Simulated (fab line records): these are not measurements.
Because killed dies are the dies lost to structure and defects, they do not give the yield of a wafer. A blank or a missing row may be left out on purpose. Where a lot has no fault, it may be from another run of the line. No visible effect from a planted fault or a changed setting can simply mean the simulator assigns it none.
Which tool did it? | flow gf180mcu | Sampling: 14 lots, 42 wafers, 5 of 602 route steps

== WHAT THE GAUGES SHOWED, per wafer ==
GF_POLY_GATE_THK_MEAS_01.
lot  | measured     | on            | POLY_GATE_CVD_00_THK (nm)
L428 | day 8 15:57  | film metro-03 | 199.4 201.4 200.9
L429 | day 8 19:41  | film metro-01 | 197.9 198.6 197.9
L430 | day 9 08:12  | film metro-03 | 201.6 201.5 199.4
L431 | day 9 19:36  | film metro-03 | 198.5 200.3 200.6
L432 | day 9 19:37  | film metro-01 | 201.5 201.7 201.3
L433 | day 10 00:38 | film metro-02 | 197.5 198.5 198.9
L434 | day 10 16:23 | film metro-03 | 200.5 203.4 200.5
L436 | day 10 19:49 | film metro-01 | 200.9 201.7 200.9
L439 | day 11 21:02 | film metro-03 | 264.3 262.3 264.7
L440 | day 12 04:27 | film metro-02 | 268.2 267.1 265.7
L442 | day 12 18:18 | film metro-02 | 205.0 202.9 201.5
L447 | day 14 10:47 | film metro-03 | 198.5 201.0 200.2
L450 | day 15 05:55 | film metro-02 | 203.9 205.6 203.3
L451 | day 15 15:19 | film metro-02 | 199.1 200.7 199.7

GF_SALICIDE_THK_MEAS_05: measures by xrf.
lot  | measured     | on            | SALICIDE_TIN_THK (nm)
L428 | day 15 12:14 | film metro-03 | 19.32 19.78 20.05
L429 | day 15 17:20 | film metro-03 | 20.67 20.46 20.75
L430 | day 16 06:16 | film metro-03 | 19.94 19.86 19.98
L431 | day 16 20:02 | film metro-03 | 19.95 20.05 20.24
L432 | day 16 22:10 | film metro-03 | 20.04 20.03 20.23
L433 | day 17 03:26 | film metro-02 | 20.31 20.18 20.42
L434 | day 17 23:40 | film metro-03 | 20.58 20.17 20.46
L436 | day 18 05:28 | film metro-03 | 20.11 20.00 20.02
L439 | day 19 09:47 | film metro-03 | 19.92 19.74 19.99
L440 | day 19 21:26 | film metro-03 | 19.86 20.11 19.87
L442 | day 20 17:28 | film metro-01 | 19.99 20.31 20.18
L447 | day 22 14:21 | film metro-02 | 20.58 20.97 20.58
L450 | day 23 11:13 | film metro-02 | 20.30 20.10 20.25
L451 | day 23 21:26 | film metro-01 | 20.27 20.36 20.64

GF_CONTACT_THK_MEAS_26: measures by xrf.
lot  | measured     | on            | CONTACT_W_THK (nm)
L428 | day 16 12:05 | film metro-02 | 304 300 306
L429 | day 16 17:40 | film metro-04 | 296 293 291
L430 | day 17 07:34 | film metro-02 | 296 298 299
L431 | day 17 21:25 | film metro-02 | 300 300 297
L432 | day 17 23:07 | film metro-02 | 297 294 291
L433 | day 18 05:11 | film metro-02 | 293 297 294
L434 | day 19 01:30 | film metro-04 | 300 297 293
L436 | day 19 08:10 | film metro-04 | 289 293 288
L439 | day 20 12:05 | film metro-01 | 293 296 298
L440 | day 20 22:37 | film metro-04 | 298 298 296
L442 | day 21 19:20 | film metro-04 | 293 296 297
L447 | day 23 15:01 | film metro-02 | 292 294 292
L450 | day 24 12:10 | film metro-02 | 298 296 297
L451 | day 24 21:44 | film metro-02 | 297 301 299

== WHICH TOOL RAN EACH LOT (tool, then ch and the chambers of the sampled wafers, then the start) ==
lot  | GF_POLY_GATE_CVD_00         | GF_SALICIDE_SPUTTER_03
L428 | lpcvd-01 ch 1, day 8 12:56  | pvd sputter-03, day 15 12:05
L429 | lpcvd-02 ch 0, day 8 18:20  | pvd sputter-02, day 15 17:11
L430 | lpcvd-02 ch 0, day 9 06:52  | pvd sputter-02, day 16 06:07
L431 | lpcvd-02 ch 0, day 9 18:16  | pvd sputter-03, day 16 19:54
L432 | lpcvd-02 ch 0, day 9 18:16  | pvd sputter-04, day 16 22:01
L433 | lpcvd-02 ch 0, day 9 23:19  | pvd sputter-04, day 17 03:17
L434 | lpcvd-01 ch 1, day 10 15:03 | pvd sputter-02, day 17 23:31
L436 | lpcvd-02 ch 0, day 10 18:29 | pvd sputter-02, day 18 05:19
L439 | lpcvd-02 ch 1, day 11 19:41 | pvd sputter-03, day 19 09:38
L440 | lpcvd-02 ch 1, day 12 03:07 | pvd sputter-02, day 19 21:17
L442 | lpcvd-01 ch 0, day 12 16:58 | pvd sputter-04, day 20 17:19
L447 | lpcvd-01 ch 1, day 14 09:27 | pvd sputter-02, day 22 14:10
L450 | lpcvd-02 ch 1, day 15 04:34 | pvd sputter-02, day 23 11:02
L451 | lpcvd-02 ch 1, day 15 13:59 | pvd sputter-03, day 23 21:17
- GF_POLY_GATE_CVD_00: deposits poly-Si, target thk 200 nm, time 1200 s.
- GF_SALICIDE_SPUTTER_03: material TiN, target thk 20 nm, time 16.7 s.

== WHAT THE TOOLS THEMSELVES READ (means of the sampled wafers that have a number; where no wafer has one, the mark that the record gives instead) ==
GF_SALICIDE_SPUTTER_03.
lot  | tool           | throttle valve pct (%)
L428 | pvd sputter-03 | 30.7
L429 | pvd sputter-02 | 29.1
L430 | pvd sputter-02 | 29.7
L431 | pvd sputter-03 | 30.9
L432 | pvd sputter-04 | 30.0
L433 | pvd sputter-04 | 29.3
L434 | pvd sputter-02 | 29.6
L436 | pvd sputter-02 | 29.9
L439 | pvd sputter-03 | 30.2
L440 | pvd sputter-02 | 30.6
L442 | pvd sputter-04 | 30.1
L447 | pvd sputter-02 | 29.1
L450 | pvd sputter-02 | 29.1
L451 | pvd sputter-03 | 30.5

== THE ANSWER, worked out from the rows above alone ==
Rule: usual is defined by the lots themselves. The widest of any qualifying gaps counts: lots, ordered by their means at a reading, are off when they make up no more than a third of the lots, leave a main group of 4 or more, and stand apart from it by 3 or more times the standard deviation of that group's means. The tables above print the reading to a certain number of digits; a main group whose means all agree to those digits is not used. Also off: a lot with no number at a reading for which 4 or more lots have one. All remaining lots with rows at the step are treated as sound. First the gauges in route order, then the tools' own readings, where a lot's mean is used as printed above. At the first step where some lot is off, the reading lying furthest off is the one used; lots without a number count as furthest.
Off: at GF_POLY_GATE_THK_MEAS_01 (POLY_GATE_CVD_00_THK), L439, L440. Mean 200.7 nm and standard deviation 1.7 in the main group.
If a tool, at a process step before that reading, ran all the lots that are off and no sound lot after the first of them, it fits. Gauges at GF_POLY_GATE_THK_MEAS_01: tried the same way as those tools. No candidate that was tried fits.

== WHAT HAD BEEN PUT IN BY THE SIMULATOR ==
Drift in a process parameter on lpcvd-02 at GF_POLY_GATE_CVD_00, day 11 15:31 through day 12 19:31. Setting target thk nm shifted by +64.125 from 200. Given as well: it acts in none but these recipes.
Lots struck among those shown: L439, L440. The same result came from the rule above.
